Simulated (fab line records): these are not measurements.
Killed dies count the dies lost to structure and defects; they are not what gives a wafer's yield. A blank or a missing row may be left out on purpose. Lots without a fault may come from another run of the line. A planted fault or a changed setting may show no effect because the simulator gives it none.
One fault through the eyes of 2 desks / flow gf180mcu / what lay behind the numbers comes last; until then each desk has only its own

## TOOL OWNER'S DESK, pvd sputter-04
The tool's own readings at GF_M2_SPUTTER_02 (material AlCu, target thk 450 nm, time 23.9 s): means of the sampled wafers that have a number, for each lot that ran on this tool. Marked OUT: a lot whose mean sits more than 4 standard deviations from the usual mean, which makes it out of limits; the brackets give that distance.
Columns: A = throttle valve pct at GF_M2_SPUTTER_02, usual 30.2 %
lot=L979; first seen here=day 18 00:23; A=30.0
lot=L980; first seen here=day 19 03:34; A=29.7
lot=L993; first seen here=day 23 09:42; A=29.4
lot=L994; first seen here=day 23 16:46; A=29.4
Finding of this desk: none of the 4 lots has anything out of limits.

## FROM THE METROLOGY DESK
What the gauges read for every lot (on any tool): the sampled wafers with a number, averaged. Marked OUT: a lot whose mean sits more than 4 standard deviations from the usual mean, which makes it out of limits; the brackets give that distance.
Columns: A = CONTACT_BOW at GF_CONTACT_BOW_MEAS_05, usual 65 um; B = cd nm at GF_M1_CD_MEAS_14, usual 230.0 nm; C = M2_ALCU_RS at GF_M2_RS_MEAS_05, usual 0.0693 ohm/sq; D = M2_ALCU_THK at GF_M2_THK_MEAS_06, usual 451 nm
lot=L979; first seen here=day 15 00:17; A=70; B=228.3; C=0.0685; D=457
lot=L980; first seen here=day 16 00:26; A=68; B=230.2; C=0.0696; D=447
lot=L983; first seen here=day 16 18:32; A=65; B=230.2; C=0.0687; D=459
lot=L985; first seen here=day 17 04:46; A=64; B=232.3; C=0.0695; D=444
lot=L986; first seen here=day 17 19:56; A=61; B=229.3; C=0.0697; D=451
lot=L987; first seen here=day 18 02:15; A=61; B=230.0; C=0.0688; D=456
lot=L988; first seen here=day 18 09:38; A=66; B=229.6; C=0.0688; D=448
lot=L993; first seen here=day 20 05:56; A=65; B=229.4; C=0.0900 (+38) OUT; D=368 (-16) OUT
lot=L994; first seen here=day 20 14:19; A=72; B=227.6; C=0.0871 (+33) OUT; D=378 (-14) OUT
lot=L999; first seen here=day 22 11:01; A=58; B=229.7; C=0.0697; D=452
lot=L100; first seen here=day 22 14:14; A=66; B=231.7; C=0.0700; D=442
lot=L102; first seen here=day 23 08:09; A=66; B=231.4; C=0.0689; D=452
This desk's result: L993, L994 out of limits, first on L993 (M2_ALCU_RS at GF_M2_RS_MEAS_05), day 23 09:50. In limits: L979, L980, L983, L985, L986, L987, L988, L999, L100, L102.

## PUT TOGETHER
At day 23 09:50 the metrology desk could have sounded an alarm, on L993, L994.
Nothing out of limits was seen by the tool owner's desk.
The tool owner's desk has L993, L994 on record, within its limits.
On pvd sputter-04, each named lot ran GF_M2_SPUTTER_02.

## WHAT THE SIMULATOR PUT IN
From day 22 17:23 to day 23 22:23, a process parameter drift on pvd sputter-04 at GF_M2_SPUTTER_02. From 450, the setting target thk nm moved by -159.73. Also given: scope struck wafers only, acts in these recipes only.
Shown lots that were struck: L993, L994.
Per desk, hours elapsed from the start of the fault to the first reading out of limits: for the metrology desk, 16.
